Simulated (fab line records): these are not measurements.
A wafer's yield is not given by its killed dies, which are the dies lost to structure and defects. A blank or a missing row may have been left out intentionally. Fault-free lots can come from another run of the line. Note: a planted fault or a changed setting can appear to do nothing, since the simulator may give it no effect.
fab line records    flow sky130
record lots=6  wafers=18  last-day=50
route steps=708 shown VT_ADJUST_NCORE@128 VT_ADJUST_HVTR@131 VT_ADJUST_PCH@143 PAD_OPEN@708
lots with no fault: from the same line, run without faults
start-h: the number of hours between the record's first day and the start of the first shown wafer of the lot    wait-h: hours since the lot's step before    " repeats the value in the row above    L1.1+2: a single row standing in for several wafers    - value missing, or start not given    * or withheld: withheld    < > ~ a bound
route shown NAME@n: names a module that has steps shown in the file, with the first one's number in the route    usual: mean/standard deviation of fault-free wafers    same: alike in all rows    chamber/n: place in a boat    sites: per-site readings    _std_site: their standard deviation    _edge_site: the outer-site mean with the inner-site mean subtracted    radius-mm: for every site, how far away it sits from the centre of the wafer    mask NAME#n: copy n    behind: the last tool/chamber to shape the wafer    hold: why the lot went on hold/how many hours it stayed there/how the hold came to an end    device: the transistor (n, p or np) that didn't switch    end of line: the route-end tests of the same wafers    a step without rows: its recipe alone    killed: dies lost to structure and defects at the first sort, not the wafer's yield    map: a wafer's dies, x killed, . not, _ none there
set.NAME: the setting the step ran with; set.NAME@STEP: the setting that earlier step ran with    model.NAME: the simulator's own value behind a step, which no gauge read
lots seen at some steps along the route; tables by step, rows by wafer
services: when a tool's chamber went out of use (start-h, in hours from the record's first day, below 0 if earlier), for how many hours, and the reason
## steps
# step SKY_VT_ADJUST_NCORE_IMPLANT_09
# recipe species=B  energy-kev=10  dose-cm2=2.4e+12  tilt-deg=withheld
# step SKY_VT_ADJUST_NCORE_STRIP_10
# recipe chemistry=O2/N2  power-w=1400  pressure-mtorr=1500  platen-temp-c=withheld  o2-flow-sccm=3000  n2-flow-sccm=300  overash-fraction=0.5
# usual drypump-motor-current-A=5.78/0.15  oes-product-au=0.716/0.0044  strip-time-to-endpoint-s=14.07/0.038
lot.wafer  tool             chamber  start-h  wait-h  drypump-motor-current-A  oes-product-au  rf-hours-counter-h  strip-time-to-endpoint-s
L506.1     plasma-asher-04  0        239.37   0.1     5.72                     0.719           56                  14.07
L506.3     "                1        "        "       5.82                     0.718           -                   14.10
L506.5     "                1        "        "       5.81                     0.713           -                   14.11
L509.2     plasma-asher-04  0        263.09   0.1     5.72                     0.710           58                  14.03
L509.3     "                1        "        "       5.81                     0.716           -                   14.02
L509.5     "                1        "        "       5.82                     0.709           -                   14.04
L516.2     plasma-asher-03  1        306.54   0.1     5.58                     0.716           17                  14.15
L516.3     "                0        "        "       6.04                     0.711           -                   14.07
L516.6     "                1        "        "       5.55                     0.722           -                   14.14
L520.2     plasma-asher-03  0        334.59   0.1     6.06                     0.718           20                  14.08
L520.4     "                1        "        "       5.55                     0.711           -                   14.07
L520.5     "                0        "        "       6.05                     0.725           -                   14.04
L521.2     plasma-asher-04  1        338.91   0.1     5.79                     0.712           66                  14.07
L521.3     "                1        "        "       5.81                     0.718           -                   14.06
L521.4     "                0        "        "       5.70                     0.718           -                   14.08
L522.1     plasma-asher-01  1        346.84   0.1     5.78                     0.713           64                  14.05
L522.3     "                1        "        "       5.78                     0.720           -                   14.04
L522.4     "                0        "        "       5.84                     0.718           -                   14.05
# step SKY_VT_ADJUST_NCORE_TW_MEAS_11
# usual VT_ADJUST_NCORE_TW=217.2/0.97
lot.wafer  tool           chamber  start-h  wait-h  VT_ADJUST_NCORE_TW
L506.1     film-metro-02  -        239.47   0.1     217.7
L506.3     "              -        "        "       217.8
L506.5     "              -        "        "       219.2
L509.2     film-metro-01  -        263.20   0.1     218.2
L509.3     "              -        "        "       216.9
L509.5     "              -        "        "       218.1
L516.2     film-metro-03  -        306.65   0.1     216.4
L516.3     "              -        "        "       218.3
L516.6     "              -        "        "       216.9
L520.2     film-metro-02  -        334.70   0.1     218.9
L520.4     "              -        "        "       217.4
L520.5     "              -        "        "       217.8
L521.2     film-metro-02  -        339.02   0.1     217.6
L521.3     "              -        "        "       217.9
L521.4     "              -        "        "       218.3
L522.1     film-metro-03  -        346.94   0.1     216.8
L522.3     "              -        "        "       217.2
L522.4     "              -        "        "       217.8
# step SKY_VT_ADJUST_HVTR_DEHYDRATE_00
# recipe temp-c=200  time-s=60
# step SKY_VT_ADJUST_HVTR_HMDS_01
# recipe prime-time-s=60  prime-temp-c=120
# step SKY_VT_ADJUST_HVTR_COAT_02
# recipe resist=NOVOLAK  spin-rpm=3000  resist-thk-nm=1140
# step SKY_VT_ADJUST_HVTR_SOFTBAKE_03
# recipe temp-c=90  time-s=60  resist=NOVOLAK
# step SKY_VT_ADJUST_HVTR_EXPOSE_04
# recipe mask-id=HVTRM  target-cd-nm=380  na=0.6  source-shape=conventional  sigma-outer=0.6  dose-mj=150
# step SKY_VT_ADJUST_HVTR_PEB_05
# recipe temp-c=withheld  time-s=*  resist=NOVOLAK
# step SKY_VT_ADJUST_HVTR_DEVELOP_06
# recipe develop-time-s=60  dev-temp-c=23
# step SKY_VT_ADJUST_HVTR_CD_MEAS_07
# recipe target-cd-nm=380
# usual cd-nm=379.4/2.4
lot.wafer  tool       chamber  start-h  wait-h  cd-nm
L506.1     cd-sem-02  -        263.03   0.1     380.6
L506.3     "          -        "        "       379.8
L506.5     "          -        "        "       378.9
L509.2     cd-sem-02  -        286.75   0.1     375.3
L509.3     "          -        "        "       376.3
L509.5     "          -        "        "       376.8
L516.2     cd-sem-02  -        332.25   0.1     379.0
L516.3     "          -        "        "       381.1
L516.6     "          -        "        "       383.1
L520.2     cd-sem-01  -        362.20   0.1     377.7
L520.4     "          -        "        "       376.1
L520.5     "          -        "        "       374.1
L521.2     cd-sem-01  -        366.62   0.1     382.3
L521.3     "          -        "        "       380.0
L521.4     "          -        "        "       379.5
L522.1     cd-sem-01  -        374.86   0.1     377.3
L522.3     "          -        "        "       378.0
L522.4     "          -        "        "       377.4
# step SKY_VT_ADJUST_HVTR_OVL_MEAS_08
# usual VT_ADJUST_HVTR_OVL=0.1/1.5
lot.wafer  tool        chamber  start-h  wait-h  VT_ADJUST_HVTR_OVL[nm]
L506.1     overlay-02  -        263.15   0.1     -1.5
L506.3     "           -        "        "       -0.9
L506.5     "           -        "        "       -2.2
L509.2     overlay-01  -        286.86   0.1     1.7
L509.3     "           -        "        "       1.8
L509.5     "           -        "        "       2.3
L516.2     overlay-01  -        332.36   0.1     -0.1
L516.3     "           -        "        "       -0.5
L516.6     "           -        "        "       -0.5
L520.2     overlay-02  -        362.31   0.1     0.6
L520.4     "           -        "        "       1.0
L520.5     "           -        "        "       0.8
L521.2     overlay-01  -        366.72   0.1     -1.9
L521.3     "           -        "        "       -1.1
L521.4     "           -        "        "       -3.2
L522.1     overlay-01  -        374.98   0.1     -3.0
L522.3     "           -        "        "       -1.7
L522.4     "           -        "        "       0.1
# step SKY_VT_ADJUST_HVTR_IMPLANT_09
# recipe species=B  energy-kev=10  dose-cm2=2.1e+12  tilt-deg=withheld
# usual beam-on-s=9.98/0.19  dose-ions-cm2=2.1003e+12/2.3e+09  faraday-current-uA=11.87/0.22
# same implant-ion-amu=11
lot.wafer  tool          chamber  start-h  wait-h  beam-on-s  dose-ions-cm2  faraday-current-uA
L506.1     implanter-01  0        263.19   0.0     10.12      2.0979e+12     11.71
L506.3     "             0        "        "       9.67       2.101e+12      12.20
L506.5     "             0        "        "       9.85       2.0982e+12     12.01
L509.2     implanter-04  0        286.91   0.0     9.89       2.0989e+12     11.99
L509.3     "             0        "        "       9.72       2.0986e+12     12.13
L509.5     "             0        "        "       9.91       2.1018e+12     11.92
L516.2     implanter-04  0        332.41   0.0     10.00      2.101e+12      11.81
L516.3     "             0        "        "       9.92       2.0993e+12     11.91
L516.6     "             0        "        "       9.87       2.0991e+12     12.04
L520.2     implanter-01  0        362.36   0.0     10.18      3.149e+11      1.75
L520.4     "             0        "        "       9.62       3.185e+11      1.85
L520.5     "             0        "        "       10.03      3.208e+11      1.78
L521.2     implanter-01  0        366.78   0.0     9.95       3.162e+11      1.79
L521.3     "             0        "        "       10.06      3.145e+11      1.77
L521.4     "             0        "        "       9.99       3.163e+11      1.78
L522.1     implanter-04  0        375.02   0.0     10.01      2.1016e+12     11.83
L522.3     "             0        "        "       10.16      2.1001e+12     11.65
L522.4     "             0        "        "       10.01      2.0971e+12     11.86
# step SKY_VT_ADJUST_HVTR_STRIP_10
# recipe chemistry=O2/N2  power-w=1400  pressure-mtorr=1500  platen-temp-c=withheld  o2-flow-sccm=3000  n2-flow-sccm=300  overash-fraction=0.5
# usual drypump-motor-current-A=5.76/0.21  oes-product-au=0.715/0.0045  strip-time-to-endpoint-s=14.18/0.039
lot.wafer  tool             chamber  start-h  wait-h  drypump-motor-current-A  oes-product-au  rf-hours-counter-h  strip-time-to-endpoint-s
L506.1     plasma-asher-03  0        263.34   0.1     6.04                     0.712           13                  14.17
L506.3     "                1        "        "       5.57                     0.722           -                   14.16
L506.5     "                0        "        "       6.04                     0.714           -                   14.20
L509.2     plasma-asher-02  0        287.04   0.1     5.52                     0.720           49                  14.22
L509.3     "                1        "        "       5.87                     0.715           -                   14.21
L509.5     "                1        "        "       5.92                     0.714           -                   14.16
L516.2     plasma-asher-03  1        332.54   0.1     5.58                     0.712           20                  14.25
L516.3     "                1        "        "       5.58                     0.712           -                   14.22
L516.6     "                1        "        "       5.55                     0.719           -                   14.22
L520.2     plasma-asher-02  0        362.49   0.1     5.54                     0.703           56                  14.09
L520.4     "                1        "        "       5.87                     0.707           -                   14.09
L520.5     "                0        "        "       5.55                     0.716           -                   14.10
L521.2     plasma-asher-03  1        366.90   0.1     5.55                     0.719           23                  14.20
L521.3     "                1        "        "       5.56                     0.716           -                   14.24
L521.4     "                0        "        "       6.04                     0.713           -                   14.20
L522.1     plasma-asher-04  0        375.17   0.1     5.65                     0.720           69                  14.19
L522.3     "                1        "        "       5.80                     0.713           -                   14.21
L522.4     "                0        "        "       5.66                     0.717           -                   14.16
# step SKY_VT_ADJUST_HVTR_TW_MEAS_11
# usual VT_ADJUST_HVTR_TW=210.5/2
lot.wafer  tool           chamber  start-h  wait-h  VT_ADJUST_HVTR_TW
L506.1     film-metro-04  -        263.44   0.1     214.6
L506.3     "              -        "        "       215.5
L506.5     "              -        "        "       213.3
L509.2     film-metro-01  -        287.15   0.1     210.1
L509.3     "              -        "        "       209.4
L509.5     "              -        "        "       211.0
L516.2     film-metro-01  -        332.65   0.1     209.4
L516.3     "              -        "        "       208.9
L516.6     "              -        "        "       209.2
L520.2     film-metro-02  -        362.60   0.1     124.8
L520.4     "              -        "        "       124.8
L520.5     "              -        "        "       124.8
L521.2     film-metro-02  -        367.01   0.1     126.6
L521.3     "              -        "        "       126.3
L521.4     "              -        "        "       126.5
L522.1     film-metro-04  -        375.27   0.1     214.3
L522.3     "              -        "        "       215.1
L522.4     "              -        "        "       213.9
# step SKY_VT_ADJUST_PCH_DEHYDRATE_00
# recipe temp-c=200  time-s=60
# step SKY_PAD_OPEN_PROBE_99
# usual killed_at_M0_to_M3=43/6.9  killed_at_M4_up=3.0/1.8  killed-at-contacts=24/4.8  killed-at-front-end=15/4.5  killed-at-other=0.4/0.67  killed-dies=86/9.2  killed-open=46/6.9  killed-short=39/6
# same gross-dies=492  killed-at-back-side=0
lot.wafer  tool       chamber  start-h  wait-h  killed_at_M0_to_M3  killed_at_M4_up  killed-at-contacts  killed-at-front-end  killed-at-other  killed-dies  killed-open  killed-short  model.etest.pfet_01v8_mvt.drive-ua-um  model.etest.pfet_01v8_mvt.off-log10-a-um  model.etest.pfet_01v8_mvt.vt-sat-v  model.etest.pfet_01v8_mvt.vt-v  model.etest.pfet_01v8_mvt.vt-long-v  model.etest.pfet_01v8_mvt.body-rise-v
L506.1     prober-02  -        1126.47  0.1     36                  2                29                  12                   1                80           41           39            152.2                                  -10.45                                    -0.5591                             -0.6439                         -0.8459                              -0.1912
L506.3     prober-02  -        1126.57  0.2     37                  3                23                  12                   0                75           46           29            151.9                                  -10.61                                    -0.5621                             -0.6436                         -0.8468                              -0.1903
L506.5     prober-02  -        1126.67  0.2     36                  2                17                  19                   0                74           37           36            154.7                                  -10.49                                    -0.5542                             -0.6408                         -0.8439                              -0.1917
L509.2     prober-01  -        1144.62  0.1     45                  0                28                  17                   0                90           50           40            144.1                                  -11.16                                    -0.5992                             -0.6813                         -0.8841                              -0.1882
L509.3     prober-01  -        1144.67  0.2     48                  4                20                  14                   0                86           47           38            145.7                                  -11.1                                     -0.6011                             -0.6822                         -0.8862                              -0.1827
L509.5     prober-01  -        1144.77  0.2     38                  6                19                  9                    0                72           34           38            144.2                                  -11.31                                    -0.6075                             -0.689                          -0.8977                              -0.1856
L516.2     prober-02  -        1177.01  0.1     52                  4                24                  13                   0                93           48           45            150.8                                  -10.96                                    -0.5831                             -0.6662                         -0.8707                              -0.186
L516.3     prober-02  -        1177.06  0.2     42                  3                30                  17                   0                92           58           34            151.7                                  -10.81                                    -0.5815                             -0.665                          -0.8748                              -0.1874
L516.6     prober-02  -        1177.21  0.2     40                  0                20                  20                   0                80           48           30            149.4                                  -10.87                                    -0.5812                             -0.6659                         -0.8726                              -0.1865
L520.2     prober-02  -        1198.39  0.1     33                  5                19                  13                   1                71           41           30            120.4                                  -12.37                                    -0.7947                             -0.8455                         -1.028                               -0.1851
L520.4     prober-02  -        1198.49  0.2     28                  2                23                  11                   0                64           42           22            123.9                                  -12.74                                    -0.7836                             -0.8354                         -1.028                               -0.183
L520.5     prober-02  -        1198.54  0.2     42                  5                22                  20                   3                92           41           48            120.6                                  -12.78                                    -0.789                              -0.8391                         -1.029                               -0.1865
L521.2     prober-01  -        1199.76  0.1     43                  1                19                  12                   0                75           39           35            129.7                                  -12.68                                    -0.7411                             -0.7978                         -0.9895                              -0.1885
L521.3     prober-01  -        1199.81  0.2     45                  3                23                  11                   0                82           47           35            127.2                                  -12.67                                    -0.7432                             -0.7971                         -0.9886                              -0.1917
L521.4     prober-01  -        1199.86  0.2     40                  2                34                  25                   0                101          57           44            125.2                                  -12.62                                    -0.7462                             -0.7991                         -0.9882                              -0.1898
L522.1     prober-02  -        1199.84  0.1     50                  2                23                  8                    0                83           44           39            148.4                                  -11.03                                    -0.5819                             -0.6621                         -0.8635                              -0.1898
L522.3     prober-02  -        1199.94  0.2     50                  5                21                  10                   1                87           42           45            148.6                                  -10.83                                    -0.5774                             -0.6607                         -0.8622                              -0.1908
L522.4     prober-02  -        1199.99  0.2     42                  2                20                  20                   1                85           46           39            150.7                                  -10.7                                     -0.5682                             -0.6516                         -0.8591                              -0.191
# killed by level:class
L506.1 CONTACT:geometric-particle:open=8 VIA1:geometric-particle:open=8 CONTACT:geometric-particle:short=7 VIA3:geometric-particle:short=6 LI_CONTACT:geometric-particle:open=6 LOCAL_INTERCONNECT:geometric-particle:short=5 METAL2:geometric-particle:short=5 VIA2:geometric-particle:open=5
L506.3 CONTACT:geometric-particle:open=12 VIA1:geometric-particle:open=10 METAL2:geometric-particle:open=5 FIELD_ISO:geometric-particle:open=4 LOCAL_INTERCONNECT:geometric-particle:short=4 LI_CONTACT:geometric-particle:open=4 METAL3:geometric-particle:short=3 POLY_GATE:geometric-particle:short=3
L506.5 VIA1:geometric-particle:open=8 CONTACT:geometric-particle:open=7 POLY_GATE:geometric-particle:short=6 METAL1:geometric-particle:short=5 VIA2:geometric-particle:open=5 LI_CONTACT:geometric-particle:open=4 VIA2:geometric-particle:short=4 FIELD_ISO:geometric-particle:open=3
L509.2 CONTACT:geometric-particle:open=10 VIA3:geometric-particle:open=10 METAL2:geometric-particle:short=8 CONTACT:geometric-particle:short=7 METAL1:geometric-particle:short=7 POLY_GATE:geometric-particle:short=6 LI_CONTACT:geometric-particle:open=6 VIA1:geometric-particle:open=6
L509.3 VIA1:geometric-particle:open=9 VIA3:geometric-particle:open=8 LOCAL_INTERCONNECT:geometric-particle:short=6 CONTACT:geometric-particle:open=6 VIA2:geometric-particle:short=6 VIA2:geometric-particle:open=6 LI_CONTACT:geometric-particle:open=5 METAL2:geometric-particle:short=4
L509.5 LI_CONTACT:geometric-particle:open=8 VIA1:geometric-particle:open=8 METAL2:geometric-particle:short=7 VIA3:geometric-particle:open=6 VIA2:geometric-particle:open=4 METAL1:geometric-particle:short=4 VIA1:geometric-particle:short=4 METAL3:geometric-particle:short=4
L516.2 CONTACT:geometric-particle:open=12 METAL1:geometric-particle:short=12 LI_CONTACT:geometric-particle:open=8 VIA1:geometric-particle:short=8 VIA1:geometric-particle:open=8 VIA2:geometric-particle:open=6 VIA3:geometric-particle:open=5 FIELD_ISO:geometric-particle:short=4
L516.3 VIA1:geometric-particle:open=13 LI_CONTACT:geometric-particle:open=12 CONTACT:geometric-particle:open=8 VIA3:geometric-particle:open=7 VIA2:geometric-particle:open=6 FIELD_ISO:geometric-particle:open=5 VIA1:geometric-particle:short=5 POLY_GATE:geometric-particle:short=5
L516.6 CONTACT:geometric-particle:open=9 VIA1:geometric-particle:open=9 LI_CONTACT:geometric-particle:open=7 FIELD_ISO:geometric-particle:short=6 VIA2:geometric-particle:open=6 FIELD_ISO:geometric-particle:open=6 VIA3:geometric-particle:open=5 METAL1:geometric-particle:short=4
L520.2 VIA1:geometric-particle:open=10 LI_CONTACT:geometric-particle:open=6 VIA2:geometric-particle:open=6 CONTACT:geometric-particle:open=5 METAL2:geometric-particle:short=5 FIELD_ISO:geometric-particle:open=4 FIELD_ISO:geometric-particle:short=4 METAL1:geometric-particle:short=4
L520.4 CONTACT:geometric-particle:open=9 LI_CONTACT:geometric-particle:open=9 VIA1:geometric-particle:open=8 POLY_GATE:geometric-particle:open=5 VIA3:geometric-particle:open=5 METAL2:geometric-particle:short=4 VIA1:geometric-particle:short=4 FIELD_ISO:geometric-particle:short=3
L520.5 METAL2:geometric-particle:short=8 VIA2:geometric-particle:open=8 LOCAL_INTERCONNECT:geometric-particle:short=7 FIELD_ISO:geometric-particle:short=6 FIELD_ISO:geometric-particle:open=5 VIA1:geometric-particle:short=5 VIA1:geometric-particle:open=5 LI_CONTACT:geometric-particle:open=4
L521.2 VIA2:geometric-particle:open=9 METAL1:geometric-particle:short=9 CONTACT:geometric-particle:open=7 VIA1:geometric-particle:short=7 LI_CONTACT:geometric-particle:open=6 FIELD_ISO:geometric-particle:open=5 VIA1:geometric-particle:open=5 VIA3:geometric-particle:open=4
L521.3 LI_CONTACT:geometric-particle:open=8 VIA1:geometric-particle:open=8 FIELD_ISO:geometric-particle:open=7 METAL2:geometric-particle:short=7 VIA2:geometric-particle:open=7 CONTACT:geometric-particle:open=6 METAL1:geometric-particle:short=5 VIA1:geometric-particle:short=4
L522.1 VIA3:geometric-particle:open=12 VIA1:geometric-particle:open=9 METAL1:geometric-particle:short=7 VIA1:geometric-particle:short=6 CONTACT:geometric-particle:short=6 CONTACT:geometric-particle:open=6 LI_CONTACT:geometric-particle:open=5 METAL2:geometric-particle:short=3
L521.4 CONTACT:geometric-particle:open=20 VIA1:geometric-particle:open=9 FIELD_ISO:geometric-particle:open=7 METAL1:geometric-particle:short=7 FIELD_ISO:geometric-particle:short=6 LI_CONTACT:geometric-particle:open=6 METAL2:geometric-particle:short=6 POLY_GATE:geometric-particle:open=5
L522.3 VIA1:geometric-particle:open=13 METAL1:geometric-particle:short=9 LOCAL_INTERCONNECT:geometric-particle:short=7 VIA3:geometric-particle:open=6 FIELD_ISO:geometric-particle:short=5 VIA2:geometric-particle:open=5 VIA1:geometric-particle:short=5 LI_CONTACT:geometric-particle:open=4
L522.4 VIA1:geometric-particle:open=13 LOCAL_INTERCONNECT:geometric-particle:short=7 VIA1:geometric-particle:short=7 POLY_GATE:geometric-particle:open=6 FIELD_ISO:geometric-particle:short=5 LOCAL_INTERCONNECT:geometric-particle:open=5 LI_CONTACT:geometric-particle:open=4 VIA3:geometric-particle:open=4
## services
tool             chamber  start-h  hours  kind
implanter-04     -        261.75   4.9    pm
plasma-asher-03  -        274.20   2.4    repair
plasma-asher-01  -        346.18   0.4    repair
plasma-asher-02  -        373.75   0.7    repair
## key
first-sign step=SKY_VT_ADJUST_HVTR_IMPLANT_09  reading=dose-ions-cm2  direction=down  sigmas=99+  usual=*  struck=*
effect step=SKY_VT_ADJUST_HVTR_IMPLANT_09  reading=faraday-current-uA  direction=down  sigmas=45  usual=11.87  struck=1.79
effect step=SKY_VT_ADJUST_HVTR_TW_MEAS_11  reading=VT_ADJUST_HVTR_TW  direction=down  sigmas=42  usual=210.5  struck=125.6
model-effect step=SKY_PAD_OPEN_PROBE_99  value=etest.pfet_01v8_mvt.drive-ua-um  without=155.8  struck=124.5
met-at SKY_VT_ADJUST_HVTR_IMPLANT_09
struck-wafers L520.2,L520.4,L520.5,L521.2,L521.3,L521.4
tester-left-out L520,L521
onset-between 263.19 362.36
fault kind=process-parameter-drift  tool=implanter-01  chamber=-  onset-h=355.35  steps=SKY_VT_ADJUST_HVTR_IMPLANT_09  channel=dose-cm2  offset=*  shape=step  end-h=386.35  acts-in=*  stated=*
# tester-left-out: of these lots the tester's yield and bins aren't shown, on N5 and GAA mostly nor the transistor test; their killed dies are dies lost to structure and defects alone, not to doping, threshold or leakage, so they don't give the yield
